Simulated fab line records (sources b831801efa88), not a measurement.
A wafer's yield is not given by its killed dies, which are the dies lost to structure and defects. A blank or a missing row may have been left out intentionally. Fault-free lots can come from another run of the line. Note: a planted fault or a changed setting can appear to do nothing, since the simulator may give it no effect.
Problem report in the 8D (eight disciplines) form, filled by code || flow sky130 || the parts of the form that need people (team, actions taken, sign-off) are left out

1. WHAT IS WRONG
Mean of dose ions cm2 at SKY_NWELL_IMPLANT_24: 9.536e+12 across 6 wafers in 2 lots; on wafers with no fault it is 9.201e+12 (standard deviation 1e+10). Relative to the usual mean, that is a shift of +33 standard deviations.
The first sign was on wafer L895.2 at day 6 08:08, on implanter-03. At this step, 42 wafers from 14 lots have a number in the record. The rule behind "out" and "out of limits": a value lying over 4 standard deviations away from the usual mean. Any other wafer with a number is counted as sound.

2. WHAT IT IS, WHAT IT ISN'T
{"question": "which readings at this step", "is": "dose ions cm2", "is not": "end station pressure torr"}
{"question": "which lots", "is": "L895, L896", "is not": "L891, L904, L905, L906, L907, L908, L909, L910, L911, L912, L913, L914"}
{"question": "which wafers of those lots", "is": "all that have a number", "is not": "-"}
{"question": "read on which tools", "is": "implanter-03", "is not": "implanter-02, implanter-04"}
{"question": "when", "is": "from day 6 08:08", "is not": "up to then (3 sound wafers); but 33 sound wafers of L904, L905, L906, L907, L908, L909, L910, L911, L912, L913, L914 came after"}

3. THE SUSPECTS, EACH WITH WHAT RULES IT OUT
Counting: any tool at a process step up to the reading is kept as a suspect provided that every lot that is out went through it and no sound lot did after the first of them.
- implanter-03 at SKY_NWELL_IMPLANT_24: ruled out as a lasting fault. Sound lots L911, L912, L913, L914 ran on it after its first lot that is out, L895 (day 6 08:08).
Left after counting: nothing in the record.

4. THE CAUSE (what the simulator had put in)
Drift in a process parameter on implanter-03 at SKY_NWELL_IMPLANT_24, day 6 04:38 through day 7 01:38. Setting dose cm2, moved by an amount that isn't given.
Counting ruled it out, wrongly.

5. THE EFFECT CHAIN, in route order
One row per reading whose mean, taken over the struck wafers that have a number, lies over 3 standard deviations from the usual. Scope: only readings with a usual standard deviation given in the record; hours: median across lots of the time from each lot's start at the first step in this table that gives one to its start at this step; sigmas: change in usual standard deviations.
{"hours": 0, "step": "SKY_NWELL_IMPLANT_24", "reading": "dose ions cm2", "usual": 9.201e+12, "on struck wafers": 9.536e+12, "change": "+3.348e+11", "sigmas": "+33"}
The process steps in it:
- SKY_NWELL_IMPLANT_24
Later steps that measure or inspect, where all struck wafers having a row at the step show a number for every such reading and not one has moved that far: SKY_POLY_GATE_OVL_MEAS_14, SKY_CONTACT_THK_MEAS_03, SKY_CONTACT_RS_MEAS_25.

6. WHAT WOULD HAVE CAUGHT IT SOONER
In this record the first reading out of limits was taken at day 6 08:08, 4 hours after the fault began at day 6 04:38.
